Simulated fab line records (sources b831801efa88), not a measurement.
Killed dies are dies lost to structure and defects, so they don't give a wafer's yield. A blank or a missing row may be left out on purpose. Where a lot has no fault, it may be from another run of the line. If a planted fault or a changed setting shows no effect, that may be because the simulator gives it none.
fab line records || flow gf180mcu
record: {"lots": 6, "wafers": 18, "last_day": 34}
route steps=602 shown POLY_GATE@170 HV_LDD@176
lots with no fault: from the same line, run without faults
start_h: hours from the record's opening day to when the first of the lot's shown wafers began || wait_h: how many hours have passed since the lot's step before this one || " identical to the entry in the row above || L1.1+2: a row that stands for several wafers || - no value, or no start was given || * or withheld: withheld || < > ~ a bound
route shown NAME@n: names a module that has steps shown in the file, with the first one's number in the route || usual: mean/standard deviation taken from wafers without a fault || same: alike in all rows || chamber/n: place in a boat || sites: readings site by site || _std_site: their standard deviation || _edge_site: the outer-site mean with the inner-site mean subtracted || radius_mm: for every site, how far away it sits from the centre of the wafer || mask NAME#n: copy n || behind: tool/chamber where the wafer was last shaped || hold: why the lot was held/for how many hours/how that ended || device: which transistor (n, p or np) failed to switch || end of line: the tests these same wafers got at the end of their route || a step without rows: its recipe alone || killed: dies lost to structure and defects at the first sort, not the wafer's yield || map: the dies of a wafer, with x for killed, . for not killed, _ for no die there
set.NAME: the setting that was run; set.NAME@STEP: the one run at that earlier step || model.NAME: the simulator's own value behind a step, which no gauge read
lots at some steps of the route; a table a step, a row a wafer
services: from which hour (start_h, from the record's first day; less than 0 if before it) a tool's chamber was out of use, for how many hours, and why
== steps ==
step: GF_POLY_GATE_ETCH_13
recipe: {"target": "poly-Si", "target_depth_nm": 198.5, "stop_on": "SiO2", "over_etch_frac": 0.403, "chemistry": "HBr/Cl2", "icp_w": 400, "bias_w": 100, "pressure_mtorr": 10, "HBr_flow_sccm": 150, "Cl2_flow_sccm": 50, "time_s": 69.6}
usual: {"drypump_motor_current_A": "5.7/0.53", "mfc_cl2_sccm": "50.02/0.16", "oes_product_au": "0.989/0.012", "throttle_valve_pct": "33.684/0.0095"}
same: {"over_etch_frac": 0.403}
{"lot.wafer": "L525.1", "tool": "rie_si-01", "chamber": 2, "start_h": 202.46, "wait_h": "-", "drypump_motor_current_A": 5.3, "mfc_cl2_sccm": 50.32, "oes_product_au": 0.999, "rf_hours_counter_h": 50, "throttle_valve_pct": 33.691}
{"lot.wafer": "L525.2", "tool": "rie_si-01", "chamber": 1, "start_h": 202.46, "wait_h": "-", "drypump_motor_current_A": 6.6, "mfc_cl2_sccm": 49.84, "oes_product_au": 0.999, "rf_hours_counter_h": 97, "throttle_valve_pct": 33.686}
{"lot.wafer": "L525.3", "tool": "rie_si-01", "chamber": 0, "start_h": 202.46, "wait_h": "-", "drypump_motor_current_A": 6.5, "mfc_cl2_sccm": 50.11, "oes_product_au": 0.982, "rf_hours_counter_h": 4, "throttle_valve_pct": 33.686}
{"lot.wafer": "L532.3", "tool": "rie_si-02", "chamber": 2, "start_h": 256.31, "wait_h": "-", "drypump_motor_current_A": 4.9, "mfc_cl2_sccm": 49.96, "oes_product_au": 0.991, "rf_hours_counter_h": 2, "throttle_valve_pct": 33.690}
{"lot.wafer": "L532.5", "tool": "rie_si-02", "chamber": 0, "start_h": 256.31, "wait_h": "-", "drypump_motor_current_A": 5.6, "mfc_cl2_sccm": 49.95, "oes_product_au": 0.989, "rf_hours_counter_h": "-", "throttle_valve_pct": 33.687}
{"lot.wafer": "L532.6", "tool": "rie_si-02", "chamber": 1, "start_h": 256.31, "wait_h": "-", "drypump_motor_current_A": 5.8, "mfc_cl2_sccm": 50.09, "oes_product_au": 0.993, "rf_hours_counter_h": "-", "throttle_valve_pct": 33.683}
{"lot.wafer": "L540.1", "tool": "rie_si-02", "chamber": 3, "start_h": 309.70, "wait_h": "-", "drypump_motor_current_A": 5.3, "mfc_cl2_sccm": 50.09, "oes_product_au": 0.996, "rf_hours_counter_h": 1, "throttle_valve_pct": 33.669}
{"lot.wafer": "L540.3", "tool": "rie_si-02", "chamber": 2, "start_h": 309.70, "wait_h": "-", "drypump_motor_current_A": 4.9, "mfc_cl2_sccm": 50.12, "oes_product_au": 1.006, "rf_hours_counter_h": 3, "throttle_valve_pct": 33.680}
{"lot.wafer": "L540.4", "tool": "rie_si-02", "chamber": 2, "start_h": 309.70, "wait_h": "-", "drypump_motor_current_A": 4.9, "mfc_cl2_sccm": 50.09, "oes_product_au": 1.004, "rf_hours_counter_h": "-", "throttle_valve_pct": 33.679}
{"lot.wafer": "L541.1", "tool": "rie_si-01", "chamber": 3, "start_h": 317.61, "wait_h": "-", "drypump_motor_current_A": 5.8, "mfc_cl2_sccm": 49.98, "oes_product_au": 0.988, "rf_hours_counter_h": 4, "throttle_valve_pct": 33.696}
{"lot.wafer": "L541.4", "tool": "rie_si-01", "chamber": 1, "start_h": 317.61, "wait_h": "-", "drypump_motor_current_A": 6.6, "mfc_cl2_sccm": 50.07, "oes_product_au": 0.997, "rf_hours_counter_h": "-", "throttle_valve_pct": 33.672}
{"lot.wafer": "L541.5", "tool": "rie_si-01", "chamber": 3, "start_h": 317.61, "wait_h": "-", "drypump_motor_current_A": 5.8, "mfc_cl2_sccm": 49.90, "oes_product_au": 0.978, "rf_hours_counter_h": "-", "throttle_valve_pct": 33.671}
{"lot.wafer": "L546.1", "tool": "rie_si-01", "chamber": 1, "start_h": 351.56, "wait_h": "-", "drypump_motor_current_A": 6.5, "mfc_cl2_sccm": 50.06, "oes_product_au": 0.999, "rf_hours_counter_h": 0, "throttle_valve_pct": 33.684}
{"lot.wafer": "L546.4", "tool": "rie_si-01", "chamber": 2, "start_h": 351.56, "wait_h": "-", "drypump_motor_current_A": 5.3, "mfc_cl2_sccm": 49.94, "oes_product_au": 1.002, "rf_hours_counter_h": 51, "throttle_valve_pct": 33.674}
{"lot.wafer": "L546.6", "tool": "rie_si-01", "chamber": 0, "start_h": 351.56, "wait_h": "-", "drypump_motor_current_A": 6.5, "mfc_cl2_sccm": 50.04, "oes_product_au": 0.983, "rf_hours_counter_h": "-", "throttle_valve_pct": 33.677}
{"lot.wafer": "L547.2", "tool": "rie_si-01", "chamber": 3, "start_h": 359.61, "wait_h": "-", "drypump_motor_current_A": 5.8, "mfc_cl2_sccm": 50.09, "oes_product_au": 0.979, "rf_hours_counter_h": 5, "throttle_valve_pct": 33.689}
{"lot.wafer": "L547.4", "tool": "rie_si-01", "chamber": 1, "start_h": 359.61, "wait_h": "-", "drypump_motor_current_A": 6.5, "mfc_cl2_sccm": 50.20, "oes_product_au": 0.984, "rf_hours_counter_h": 0, "throttle_valve_pct": 33.684}
{"lot.wafer": "L547.5", "tool": "rie_si-01", "chamber": 2, "start_h": 359.61, "wait_h": "-", "drypump_motor_current_A": 5.3, "mfc_cl2_sccm": 50.08, "oes_product_au": 0.991, "rf_hours_counter_h": "-", "throttle_valve_pct": 33.691}
step: GF_POLY_GATE_STRIP_14
recipe: {"chemistry": "O2/N2", "power_w": 1400, "pressure_mtorr": 1500, "platen_temp_c": 250, "o2_flow_sccm": 3000, "n2_flow_sccm": 300, "overash_fraction": 0.5}
usual: {"drypump_motor_current_A": "6.0/0.34", "heater_power_w": "318/29", "oes_product_au": "0.505/0.0047"}
{"lot.wafer": "L525.1", "tool": "plasma_asher-02", "chamber": 0, "start_h": 202.52, "wait_h": 0.0, "drypump_motor_current_A": 6.4, "heater_power_w": 277, "oes_product_au": 0.508, "rf_hours_counter_h": 36}
{"lot.wafer": "L525.2", "tool": "plasma_asher-02", "chamber": 1, "start_h": 202.52, "wait_h": 0.0, "drypump_motor_current_A": 5.6, "heater_power_w": 294, "oes_product_au": 0.509, "rf_hours_counter_h": 36}
{"lot.wafer": "L525.3", "tool": "plasma_asher-02", "chamber": 1, "start_h": 202.52, "wait_h": 0.0, "drypump_motor_current_A": 5.7, "heater_power_w": 301, "oes_product_au": 0.505, "rf_hours_counter_h": "-"}
{"lot.wafer": "L532.3", "tool": "plasma_asher-04", "chamber": 1, "start_h": 256.39, "wait_h": 0.1, "drypump_motor_current_A": 6.5, "heater_power_w": 338, "oes_product_au": 0.502, "rf_hours_counter_h": "-"}
{"lot.wafer": "L532.5", "tool": "plasma_asher-04", "chamber": 0, "start_h": 256.39, "wait_h": 0.1, "drypump_motor_current_A": 5.9, "heater_power_w": 276, "oes_product_au": 0.498, "rf_hours_counter_h": "-"}
{"lot.wafer": "L532.6", "tool": "plasma_asher-04", "chamber": 1, "start_h": 256.39, "wait_h": 0.1, "drypump_motor_current_A": 6.5, "heater_power_w": 338, "oes_product_au": 0.503, "rf_hours_counter_h": "-"}
{"lot.wafer": "L540.1", "tool": "plasma_asher-03", "chamber": 0, "start_h": 309.76, "wait_h": 0.0, "drypump_motor_current_A": 6.1, "heater_power_w": 314, "oes_product_au": 0.500, "rf_hours_counter_h": 21}
{"lot.wafer": "L540.3", "tool": "plasma_asher-03", "chamber": 0, "start_h": 309.76, "wait_h": 0.0, "drypump_motor_current_A": 6.1, "heater_power_w": 332, "oes_product_au": 0.506, "rf_hours_counter_h": "-"}
{"lot.wafer": "L540.4", "tool": "plasma_asher-03", "chamber": 1, "start_h": 309.76, "wait_h": 0.0, "drypump_motor_current_A": 5.5, "heater_power_w": 348, "oes_product_au": 0.508, "rf_hours_counter_h": "-"}
{"lot.wafer": "L541.1", "tool": "plasma_asher-04", "chamber": 1, "start_h": 317.67, "wait_h": 0.0, "drypump_motor_current_A": 6.4, "heater_power_w": 343, "oes_product_au": 0.498, "rf_hours_counter_h": 68}
{"lot.wafer": "L541.4", "tool": "plasma_asher-04", "chamber": 0, "start_h": 317.67, "wait_h": 0.0, "drypump_motor_current_A": 5.9, "heater_power_w": 281, "oes_product_au": 0.503, "rf_hours_counter_h": "-"}
{"lot.wafer": "L541.5", "tool": "plasma_asher-04", "chamber": 1, "start_h": 317.67, "wait_h": 0.0, "drypump_motor_current_A": 6.4, "heater_power_w": 345, "oes_product_au": 0.498, "rf_hours_counter_h": "-"}
{"lot.wafer": "L546.1", "tool": "plasma_asher-03", "chamber": 0, "start_h": 351.62, "wait_h": 0.0, "drypump_motor_current_A": 6.2, "heater_power_w": 328, "oes_product_au": 0.507, "rf_hours_counter_h": 25}
{"lot.wafer": "L546.4", "tool": "plasma_asher-03", "chamber": 1, "start_h": 351.62, "wait_h": 0.0, "drypump_motor_current_A": 5.5, "heater_power_w": 355, "oes_product_au": 0.510, "rf_hours_counter_h": "-"}
{"lot.wafer": "L546.6", "tool": "plasma_asher-03", "chamber": 1, "start_h": 351.62, "wait_h": 0.0, "drypump_motor_current_A": 5.5, "heater_power_w": 348, "oes_product_au": 0.508, "rf_hours_counter_h": "-"}
{"lot.wafer": "L547.2", "tool": "plasma_asher-02", "chamber": 0, "start_h": 359.67, "wait_h": 0.0, "drypump_motor_current_A": 6.4, "heater_power_w": 291, "oes_product_au": 0.500, "rf_hours_counter_h": 53}
{"lot.wafer": "L547.4", "tool": "plasma_asher-02", "chamber": 1, "start_h": 359.67, "wait_h": 0.0, "drypump_motor_current_A": 5.7, "heater_power_w": 306, "oes_product_au": 0.509, "rf_hours_counter_h": "-"}
{"lot.wafer": "L547.5", "tool": "plasma_asher-02", "chamber": 1, "start_h": 359.67, "wait_h": 0.0, "drypump_motor_current_A": 5.7, "heater_power_w": 303, "oes_product_au": 0.509, "rf_hours_counter_h": "-"}
step: GF_POLY_GATE_CLEAN_15
recipe: {"chemistry": "SC1/SC2", "mix": "1:4:20", "temp_c": 70, "time_s": 150, "dry": "n2_spin"}
step: GF_POLY_GATE_OXIDATION_16
recipe: {"temp_c": 850, "ambient": "O2", "stabilise_s": 600, "purge_s": 300, "target_thk_a": 40, "ox_time_s": 899}
step: GF_POLY_GATE_THK_MEAS_17
recipe: {"reads": "SiO2_of_POLY_GATE_OXIDATION_16"}
usual: {"POLY_GATE_OXIDATION_THK": "4.01/0.084"}
{"lot.wafer": "L525.1", "tool": "film_metro-01", "chamber": "-", "start_h": 203.92, "wait_h": 0.0, "POLY_GATE_OXIDATION_THK[nm]": 4.04}
{"lot.wafer": "L525.2", "tool": "film_metro-01", "chamber": "-", "start_h": 203.92, "wait_h": 0.0, "POLY_GATE_OXIDATION_THK[nm]": 4.03}
{"lot.wafer": "L525.3", "tool": "film_metro-01", "chamber": "-", "start_h": 203.92, "wait_h": 0.0, "POLY_GATE_OXIDATION_THK[nm]": 4.02}
{"lot.wafer": "L532.3", "tool": "film_metro-02", "chamber": "-", "start_h": 257.79, "wait_h": 0.0, "POLY_GATE_OXIDATION_THK[nm]": 3.90}
{"lot.wafer": "L532.5", "tool": "film_metro-02", "chamber": "-", "start_h": 257.79, "wait_h": 0.0, "POLY_GATE_OXIDATION_THK[nm]": 3.98}
{"lot.wafer": "L532.6", "tool": "film_metro-02", "chamber": "-", "start_h": 257.79, "wait_h": 0.0, "POLY_GATE_OXIDATION_THK[nm]": 4.04}
{"lot.wafer": "L540.1", "tool": "film_metro-01", "chamber": "-", "start_h": 311.16, "wait_h": 0.0, "POLY_GATE_OXIDATION_THK[nm]": 4.11}
{"lot.wafer": "L540.3", "tool": "film_metro-01", "chamber": "-", "start_h": 311.16, "wait_h": 0.0, "POLY_GATE_OXIDATION_THK[nm]": 4.01}
{"lot.wafer": "L540.4", "tool": "film_metro-01", "chamber": "-", "start_h": 311.16, "wait_h": 0.0, "POLY_GATE_OXIDATION_THK[nm]": 4.14}
{"lot.wafer": "L541.1", "tool": "film_metro-02", "chamber": "-", "start_h": 319.07, "wait_h": 0.0, "POLY_GATE_OXIDATION_THK[nm]": 3.98}
{"lot.wafer": "L541.4", "tool": "film_metro-02", "chamber": "-", "start_h": 319.07, "wait_h": 0.0, "POLY_GATE_OXIDATION_THK[nm]": 4.00}
{"lot.wafer": "L541.5", "tool": "film_metro-02", "chamber": "-", "start_h": 319.07, "wait_h": 0.0, "POLY_GATE_OXIDATION_THK[nm]": 3.96}
{"lot.wafer": "L546.1", "tool": "film_metro-02", "chamber": "-", "start_h": 353.02, "wait_h": 0.0, "POLY_GATE_OXIDATION_THK[nm]": 4.06}
{"lot.wafer": "L546.4", "tool": "film_metro-02", "chamber": "-", "start_h": 353.02, "wait_h": 0.0, "POLY_GATE_OXIDATION_THK[nm]": 4.11}
{"lot.wafer": "L546.6", "tool": "film_metro-02", "chamber": "-", "start_h": 353.02, "wait_h": 0.0, "POLY_GATE_OXIDATION_THK[nm]": 4.06}
{"lot.wafer": "L547.2", "tool": "film_metro-01", "chamber": "-", "start_h": 361.08, "wait_h": 0.0, "POLY_GATE_OXIDATION_THK[nm]": 4.05}
{"lot.wafer": "L547.4", "tool": "film_metro-01", "chamber": "-", "start_h": 361.08, "wait_h": 0.0, "POLY_GATE_OXIDATION_THK[nm]": 4.07}
{"lot.wafer": "L547.5", "tool": "film_metro-01", "chamber": "-", "start_h": 361.08, "wait_h": 0.0, "POLY_GATE_OXIDATION_THK[nm]": 4.05}
step: GF_POLY_GATE_CD_MEAS_18
usual: {"cd_nm": "280.1/2.5"}
{"lot.wafer": "L525.1", "tool": "cd_sem-01", "chamber": "-", "start_h": 203.98, "wait_h": 0.1, "cd_nm": 279.9}
{"lot.wafer": "L525.2", "tool": "cd_sem-01", "chamber": "-", "start_h": 203.98, "wait_h": 0.1, "cd_nm": 281.6}
{"lot.wafer": "L525.3", "tool": "cd_sem-01", "chamber": "-", "start_h": 203.98, "wait_h": 0.1, "cd_nm": 277.7}
{"lot.wafer": "L532.3", "tool": "cd_sem-01", "chamber": "-", "start_h": 257.88, "wait_h": 0.1, "cd_nm": 279.1}
{"lot.wafer": "L532.5", "tool": "cd_sem-01", "chamber": "-", "start_h": 257.88, "wait_h": 0.1, "cd_nm": 281.9}
{"lot.wafer": "L532.6", "tool": "cd_sem-01", "chamber": "-", "start_h": 257.88, "wait_h": 0.1, "cd_nm": 276.7}
{"lot.wafer": "L540.1", "tool": "cd_sem-02", "chamber": "-", "start_h": 311.22, "wait_h": 0.1, "cd_nm": 277.7}
{"lot.wafer": "L540.3", "tool": "cd_sem-02", "chamber": "-", "start_h": 311.22, "wait_h": 0.1, "cd_nm": 279.8}
{"lot.wafer": "L540.4", "tool": "cd_sem-02", "chamber": "-", "start_h": 311.22, "wait_h": 0.1, "cd_nm": 282.3}
{"lot.wafer": "L541.1", "tool": "cd_sem-01", "chamber": "-", "start_h": 319.13, "wait_h": 0.1, "cd_nm": 279.1}
{"lot.wafer": "L541.4", "tool": "cd_sem-01", "chamber": "-", "start_h": 319.13, "wait_h": 0.1, "cd_nm": 280.6}
{"lot.wafer": "L541.5", "tool": "cd_sem-01", "chamber": "-", "start_h": 319.13, "wait_h": 0.1, "cd_nm": 278.3}
{"lot.wafer": "L546.1", "tool": "cd_sem-02", "chamber": "-", "start_h": 353.08, "wait_h": 0.1, "cd_nm": 281.4}
{"lot.wafer": "L546.4", "tool": "cd_sem-02", "chamber": "-", "start_h": 353.08, "wait_h": 0.1, "cd_nm": 279.6}
{"lot.wafer": "L546.6", "tool": "cd_sem-02", "chamber": "-", "start_h": 353.08, "wait_h": 0.1, "cd_nm": 274.2}
{"lot.wafer": "L547.2", "tool": "cd_sem-01", "chamber": "-", "start_h": 361.15, "wait_h": 0.1, "cd_nm": 280.0}
{"lot.wafer": "L547.4", "tool": "cd_sem-01", "chamber": "-", "start_h": 361.15, "wait_h": 0.1, "cd_nm": 283.0}
{"lot.wafer": "L547.5", "tool": "cd_sem-01", "chamber": "-", "start_h": 361.15, "wait_h": 0.1, "cd_nm": 283.4}
step: GF_HV_LDD_DEHYDRATE_00
recipe: {"temp_c": 200, "time_s": 60}
step: GF_HV_LDD_HMDS_01
recipe: {"prime_time_s": 60, "prime_temp_c": 120}
step: GF_HV_LDD_COAT_02
recipe: {"resist": "NOVOLAK", "spin_rpm": 3000, "resist_thk_nm": 1000}
step: GF_HV_LDD_SOFTBAKE_03
recipe: {"temp_c": 90, "time_s": 60, "resist": "NOVOLAK"}
step: GF_HV_LDD_EXPOSE_04
recipe: {"mask_id": "Nplus_LV_AREA", "target_cd_nm": 400, "na": 0.6, "source_shape": "conventional", "sigma_outer": 0.6, "dose_mj": 140}
step: GF_HV_LDD_PEB_05
recipe: {"temp_c": "withheld", "time_s": "*", "resist": "NOVOLAK"}
step: GF_HV_LDD_DEVELOP_06
recipe: {"develop_time_s": 60, "dev_temp_c": 23}
usual: {"chill_plate_temp_C": "22.97/0.093", "develop_time_s": "60/0"}
{"lot.wafer": "L525.1", "tool": "litho_track-03", "chamber": 0, "start_h": 220.95, "wait_h": 0.1, "chill_plate_temp_C": 22.75, "develop_time_s": 60}
{"lot.wafer": "L525.2", "tool": "litho_track-03", "chamber": 0, "start_h": 220.95, "wait_h": 0.1, "chill_plate_temp_C": 22.94, "develop_time_s": 60}
{"lot.wafer": "L525.3", "tool": "litho_track-03", "chamber": 0, "start_h": 220.95, "wait_h": 0.1, "chill_plate_temp_C": 22.77, "develop_time_s": 60}
{"lot.wafer": "L532.3", "tool": "litho_track-02", "chamber": 0, "start_h": 276.55, "wait_h": 0.1, "chill_plate_temp_C": 23.01, "develop_time_s": 60}
{"lot.wafer": "L532.5", "tool": "litho_track-02", "chamber": 0, "start_h": 276.55, "wait_h": 0.1, "chill_plate_temp_C": 22.88, "develop_time_s": 60}
{"lot.wafer": "L532.6", "tool": "litho_track-02", "chamber": 0, "start_h": 276.55, "wait_h": 0.1, "chill_plate_temp_C": 22.99, "develop_time_s": 60}
{"lot.wafer": "L540.1", "tool": "litho_track-02", "chamber": "-", "start_h": 332.20, "wait_h": 0.1, "chill_plate_temp_C": "-", "develop_time_s": "-"}
{"lot.wafer": "L540.3", "tool": "litho_track-02", "chamber": "-", "start_h": 332.20, "wait_h": 0.1, "chill_plate_temp_C": "-", "develop_time_s": "-"}
{"lot.wafer": "L540.4", "tool": "litho_track-02", "chamber": "-", "start_h": 332.20, "wait_h": 0.1, "chill_plate_temp_C": "-", "develop_time_s": "-"}
{"lot.wafer": "L541.1", "tool": "litho_track-03", "chamber": "-", "start_h": 340.15, "wait_h": 0.1, "chill_plate_temp_C": "-", "develop_time_s": "-"}
{"lot.wafer": "L541.4", "tool": "litho_track-03", "chamber": "-", "start_h": 340.15, "wait_h": 0.1, "chill_plate_temp_C": "-", "develop_time_s": "-"}
{"lot.wafer": "L541.5", "tool": "litho_track-03", "chamber": "-", "start_h": 340.15, "wait_h": 0.1, "chill_plate_temp_C": "-", "develop_time_s": "-"}
{"lot.wafer": "L546.1", "tool": "litho_track-03", "chamber": 0, "start_h": 375.10, "wait_h": 0.1, "chill_plate_temp_C": 22.83, "develop_time_s": 60}
{"lot.wafer": "L546.4", "tool": "litho_track-03", "chamber": 0, "start_h": 375.10, "wait_h": 0.1, "chill_plate_temp_C": 23.01, "develop_time_s": 60}
{"lot.wafer": "L546.6", "tool": "litho_track-03", "chamber": 0, "start_h": 375.10, "wait_h": 0.1, "chill_plate_temp_C": 22.92, "develop_time_s": 60}
{"lot.wafer": "L547.2", "tool": "litho_track-01", "chamber": 0, "start_h": 382.83, "wait_h": 0.1, "chill_plate_temp_C": 22.93, "develop_time_s": 60}
{"lot.wafer": "L547.4", "tool": "litho_track-01", "chamber": 0, "start_h": 382.83, "wait_h": 0.1, "chill_plate_temp_C": 23.01, "develop_time_s": 60}
{"lot.wafer": "L547.5", "tool": "litho_track-01", "chamber": 0, "start_h": 382.83, "wait_h": 0.1, "chill_plate_temp_C": 23.04, "develop_time_s": 60}
step: GF_HV_LDD_CD_MEAS_07
recipe: {"target_cd_nm": 400}
usual: {"cd_nm": "400.2/2.2"}
{"lot.wafer": "L525.1", "tool": "cd_sem-02", "chamber": "-", "start_h": 221.10, "wait_h": 0.1, "cd_nm": 402.5}
{"lot.wafer": "L525.2", "tool": "cd_sem-02", "chamber": "-", "start_h": 221.10, "wait_h": 0.1, "cd_nm": 405.7}
{"lot.wafer": "L525.3", "tool": "cd_sem-02", "chamber": "-", "start_h": 221.10, "wait_h": 0.1, "cd_nm": 403.5}
{"lot.wafer": "L532.3", "tool": "cd_sem-02", "chamber": "-", "start_h": 276.69, "wait_h": 0.1, "cd_nm": 401.3}
{"lot.wafer": "L532.5", "tool": "cd_sem-02", "chamber": "-", "start_h": 276.69, "wait_h": 0.1, "cd_nm": 401.3}
{"lot.wafer": "L532.6", "tool": "cd_sem-02", "chamber": "-", "start_h": 276.69, "wait_h": 0.1, "cd_nm": 399.0}
{"lot.wafer": "L540.1", "tool": "cd_sem-01", "chamber": "-", "start_h": 332.35, "wait_h": 0.1, "cd_nm": "-"}
{"lot.wafer": "L540.3", "tool": "cd_sem-01", "chamber": "-", "start_h": 332.35, "wait_h": 0.1, "cd_nm": "-"}
{"lot.wafer": "L540.4", "tool": "cd_sem-01", "chamber": "-", "start_h": 332.35, "wait_h": 0.1, "cd_nm": "-"}
{"lot.wafer": "L541.1", "tool": "cd_sem-02", "chamber": "-", "start_h": 340.30, "wait_h": 0.1, "cd_nm": "-"}
{"lot.wafer": "L541.4", "tool": "cd_sem-02", "chamber": "-", "start_h": 340.30, "wait_h": 0.1, "cd_nm": "-"}
{"lot.wafer": "L541.5", "tool": "cd_sem-02", "chamber": "-", "start_h": 340.30, "wait_h": 0.1, "cd_nm": "-"}
{"lot.wafer": "L546.1", "tool": "cd_sem-02", "chamber": "-", "start_h": 375.25, "wait_h": 0.1, "cd_nm": 395.5}
{"lot.wafer": "L546.4", "tool": "cd_sem-02", "chamber": "-", "start_h": 375.25, "wait_h": 0.1, "cd_nm": 397.7}
{"lot.wafer": "L546.6", "tool": "cd_sem-02", "chamber": "-", "start_h": 375.25, "wait_h": 0.1, "cd_nm": 397.0}
{"lot.wafer": "L547.2", "tool": "cd_sem-02", "chamber": "-", "start_h": 382.97, "wait_h": 0.1, "cd_nm": 401.8}
{"lot.wafer": "L547.4", "tool": "cd_sem-02", "chamber": "-", "start_h": 382.97, "wait_h": 0.1, "cd_nm": 403.8}
{"lot.wafer": "L547.5", "tool": "cd_sem-02", "chamber": "-", "start_h": 382.97, "wait_h": 0.1, "cd_nm": 403.3}
== services ==
{"tool": "rie_si-02", "chamber": 3, "start_h": 193.05, "hours": "-", "kind": "clean"}
{"tool": "rie_si-02", "chamber": 3, "start_h": 193.05, "hours": 24.8, "kind": "scheduled_down"}
{"tool": "rie_si-02", "chamber": 3, "start_h": 193.05, "hours": 24.8, "kind": "vent_cycle"}
{"tool": "plasma_asher-04", "chamber": "-", "start_h": 212.33, "hours": 1.6, "kind": "repair"}
{"tool": "plasma_asher-03", "chamber": "-", "start_h": 225.90, "hours": 2.8, "kind": "pm"}
{"tool": "rie_si-01", "chamber": 1, "start_h": 232.41, "hours": 2.4, "kind": "repair"}
{"tool": "rie_si-02", "chamber": 0, "start_h": 265.45, "hours": 10.5, "kind": "repair"}
{"tool": "rie_si-02", "chamber": 0, "start_h": 292.47, "hours": "-", "kind": "clean"}
{"tool": "rie_si-02", "chamber": 0, "start_h": 292.47, "hours": 17.7, "kind": "scheduled_down"}
{"tool": "rie_si-02", "chamber": 0, "start_h": 292.47, "hours": 17.7, "kind": "vent_cycle"}
{"tool": "rie_si-01", "chamber": 2, "start_h": 307.17, "hours": 16.8, "kind": "repair"}
{"tool": "rie_si-01", "chamber": 1, "start_h": 324.00, "hours": "-", "kind": "clean"}
{"tool": "rie_si-01", "chamber": 1, "start_h": 324.00, "hours": 18.1, "kind": "scheduled_down"}
{"tool": "rie_si-01", "chamber": 1, "start_h": 324.00, "hours": 18.1, "kind": "vent_cycle"}
{"tool": "plasma_asher-03", "chamber": "-", "start_h": 326.10, "hours": 2.2, "kind": "repair"}
{"tool": "litho_track-03", "chamber": "-", "start_h": 334.16, "hours": "-", "kind": "consumable_replace:filter"}
{"tool": "rie_si-02", "chamber": 1, "start_h": 357.95, "hours": "-", "kind": "clean"}
{"tool": "rie_si-02", "chamber": 1, "start_h": 357.95, "hours": 18.6, "kind": "scheduled_down"}
{"tool": "rie_si-02", "chamber": 1, "start_h": 357.95, "hours": 18.6, "kind": "vent_cycle"}
{"tool": "rie_si-02", "chamber": "-", "start_h": 373.98, "hours": 0.4, "kind": "repair"}
{"tool": "rie_si-01", "chamber": "-", "start_h": 378.26, "hours": 0.4, "kind": "repair"}
== key ==
first_sign: {"step": "GF_HV_LDD_DEVELOP_06", "reading": "tool_record", "direction": "missing"}
effect none on later readings
met_at GF_HV_LDD_DEVELOP_06
struck_wafers L540.1,L540.3,L540.4,L541.1,L541.4,L541.5
later_rows_left_out L540.1,L540.3,L540.4,L541.1,L541.4,L541.5
sort_left_out L540.1,L540.3,L540.4,L541.1,L541.4,L541.5
tester_left_out L540,L541
onset_between 276.55 332.20
fault: {"kind": "skipped_step_whole", "tool": "litho_track-02,litho_track-03", "chamber": "-", "onset_h": 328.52, "steps": "GF_HV_LDD_DEVELOP_06", "scope": "struck_lots_only"}
tester_left_out: of these lots the tester's yield and bins aren't shown, on N5 and GAA mostly nor the transistor test; their killed dies are dies lost to structure and defects alone, not to doping, threshold or leakage, so they don't give the yield
sort_left_out: the simulated sort isn't trusted on such a fault, so these wafers' sort isn't shown, and their yield isn't known
later_rows_left_out: the simulator's readings of these wafers behind a module that went badly wrong aren't trusted and aren't shown, but for the sort
